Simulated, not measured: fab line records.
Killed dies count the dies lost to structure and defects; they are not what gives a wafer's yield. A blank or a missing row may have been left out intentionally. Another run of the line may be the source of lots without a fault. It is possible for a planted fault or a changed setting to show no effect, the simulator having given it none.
Which tool did it? ; flow gf180mcu ; 12 lots with 36 wafers sampled at 4 steps, on a route of 602 steps

== WHAT THE GAUGES READ, wafer by wafer ==
GF_MVSD_TW_MEAS_11. Usual: MVSD_TW typically reads 1589, with standard deviation 7.9.
lot;measured;on;MVSD_TW;flag
L516;day 4 17:05;film-metro-04;1586 1586 1574;
L517;day 4 22:26;film-metro-04;1574 1580 1572;
L524;day 6 15:56;film-metro-04;1595 1606 1599;
L526;day 7 04:03;film-metro-01;1596 1587 1594;
L527;day 7 06:33;film-metro-01;1766 1769 1772;OFF
L529;day 7 20:01;film-metro-01;1766 1765 1764;OFF
L530;day 8 02:23;film-metro-04;1586 1603 1596;
L533;day 8 22:28;film-metro-04;1591 1578 1588;
L534;day 9 01:35;film-metro-03;1580 1580 1584;
L535;day 9 06:47;film-metro-01;1589 1589 1588;
L536;day 9 10:13;film-metro-03;1597 1583 1584;
L537;day 9 21:58;film-metro-04;1587 1584 1585;

GF_VT_IMPLANT_RS_MEAS_46: a four-point-probe measurement. Usual: MVSD_RS typically reads 456.7 ohm/sq, with standard deviation 1.3.
lot;measured;on;MVSD_RS (ohm/sq);flag
L516;day 7 20:14;film-metro-04;455.0 456.0 456.6;
L517;day 8 02:32;film-metro-01;458.2 459.6 459.2;
L524;day 10 00:34;film-metro-04;454.3 455.0 454.9;
L526;day 10 17:31;film-metro-04;457.1 457.3 455.8;
L527;day 10 19:10;film-metro-01;383.3 382.8 382.7;OFF
L529;day 11 10:26;film-metro-01;382.2 381.5 382.3;OFF
L530;day 11 17:29;film-metro-03;456.0 455.1 455.2;
L533;day 12 18:20;film-metro-04;455.7 457.1 455.2;
L534;day 12 22:25;film-metro-01;457.3 458.5 458.5;
L535;day 13 05:56;film-metro-03;456.2 456.9 456.5;
L536;day 13 07:44;film-metro-03;455.3 455.5 455.0;
L537;day 13 23:59;film-metro-03;459.0 458.8 459.3;

== TOOL THAT RAN EACH LOT (tool first, then ch and the chambers of the sampled wafers, then the start) ==
lot;GF_STI_CMP_25;GF_MVSD_IMPLANT_08
L516;cmp-02 ch 1,2,3, day 2 09:58;implanter-04 ch 0, day 4 16:41
L517;cmp-01 ch 0,1,3, day 2 13:40;implanter-03 ch 0, day 4 22:02
L524;cmp-01 ch 0,1,3, day 4 03:34;implanter-03 ch 0, day 6 15:33
L526;cmp-02 ch 2,3, day 4 12:17;implanter-01 ch 0, day 7 03:41
L527;cmp-01 ch 1,2, day 4 18:10;implanter-01 ch 0, day 7 06:10
L529;cmp-01 ch 1,2, day 5 04:50;implanter-01 ch 0, day 7 19:37
L530;cmp-02 ch 0,1,2, day 5 10:13;implanter-04 ch 0, day 8 01:59
L533;cmp-01 ch 0,3, day 6 01:50;implanter-04 ch 0, day 8 22:04
L534;cmp-01 ch 0,2, day 6 07:17;implanter-03 ch 0, day 9 01:11
L535;cmp-02 ch 0,3, day 6 11:07;implanter-04 ch 0, day 9 06:25
L536;cmp-02 ch 0,1,3, day 6 16:11;implanter-03 ch 0, day 9 09:49
L537;cmp-02 ch 0,2,3, day 6 23:56;implanter-04 ch 0, day 9 21:34
- GF_STI_CMP_25: polishes, stops on Si3N4, t overpolish 33 s, target thk 524.6 nm.
- GF_MVSD_IMPLANT_08

== WHAT THE TOOLS THEMSELVES READ (means of the sampled wafers that have a number; where no wafer has one, the mark that the record gives instead) ==
GF_STI_CMP_25. Usual: head-pressure-psi 3.999 psi, standard deviation 0.0084; motor-current-A 11.9 A, standard deviation 0.77; overpolish-run-s 33.001 s, standard deviation 0.0087; time-to-endpoint-s 124 s, standard deviation 4.4.
lot;tool;head-pressure-psi (psi);motor-current-A (A);overpolish-run-s (s);time-to-endpoint-s (s);flag
L516;cmp-02;3.996;11.9;33.004;123;
L517;cmp-01;3.997;12.1;33.001;128;
L524;cmp-01;3.990;11.7;32.998;118;
L526;cmp-02;4.006;11.6;32.998;123;
L527;cmp-01;4.001;11.9;33.004;122;
L529;cmp-01;4.004;12.3;33.000;122;
L530;cmp-02;3.997;12.5;32.999;124;
L533;cmp-01;4.000;11.6;32.998;125;
L534;cmp-01;3.994;11.3;33.005;125;
L535;cmp-02;3.997;12.4;33.004;123;
L536;cmp-02;3.994;12.7;32.999;125;
L537;cmp-02;4.008;12.4;33.000;129;

GF_MVSD_IMPLANT_08. Usual: beam-energy-keV 399.98, standard deviation 0.11; dose-ions-cm2 1.5997e+13, standard deviation 1.7e+10; faraday-current-uA 90.3, standard deviation 2.
lot;tool;beam-energy-keV;dose-ions-cm2;faraday-current-uA;flag
L516;implanter-04;399.94;1.5996e+13;90.7;
L517;implanter-03;400.17;1.6008e+13;90.3;
L524;implanter-03;400.04;1.6006e+13;90.4;
L526;implanter-01;399.85;1.6009e+13;90.6;
L527;implanter-01;400.04;2.3286e+13;129.3;OFF
L529;implanter-01;399.99;2.3278e+13;132.1;OFF
L530;implanter-04;399.99;1.5995e+13;90.3;
L533;implanter-04;399.97;1.6005e+13;90.7;
L534;implanter-03;399.93;1.5978e+13;90.4;
L535;implanter-04;399.94;1.5992e+13;89.8;
L536;implanter-03;400.19;1.6002e+13;89.3;
L537;implanter-04;400.02;1.5991e+13;90.5;

== THE ANSWER, worked out from the rows above alone ==
Rule: a lot counts as off when the mean over its wafers that have a number is more than 3 standard deviations away from the usual mean. Also off: a lot with no number at a reading for which 4 or more lots have one. Where the step has rows for the other lots, those lots are counted as sound. After the gauges, taken in route order, come the tools' own readings; for these a lot's mean is taken, as printed above. The first step at which some lot is off is used, and at that step the reading that is off furthest; a lot without a number counts as furthest.
Off: L527, L529, at GF_MVSD_TW_MEAS_11 (MVSD_TW).
A tool fits if, at a process step before that reading, it ran every lot that is off, and no sound lot after the first of them. Not tried: the gauges at GF_MVSD_TW_MEAS_11; whatever is off there is also off at GF_MVSD_IMPLANT_08, on other tools, and gauge error can't account for it. One fits: GF_MVSD_IMPLANT_08 on implanter-01. Its last sound lot is L526 (day 7 03:41), its first lot that is off L527 (day 7 06:10): a fault that began between those two fits.
The tool's own readings at GF_MVSD_IMPLANT_08 bear it out: on the lots that are off they differ by more than 5 times the standard deviation of the sound lots' means. dose-ions-cm2 reads 2.3282e+13 there against 1.5998e+13 on the sound lots; faraday-current-uA reads 130.7 there against 90.3 on the sound lots.

== WHAT WAS PUT IN BY THE SIMULATOR ==
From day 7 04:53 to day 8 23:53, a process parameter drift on implanter-01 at GF_MVSD_IMPLANT_08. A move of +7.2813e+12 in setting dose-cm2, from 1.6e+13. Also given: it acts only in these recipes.
Lots struck among those shown: L527, L529. Same finding as the rule above.
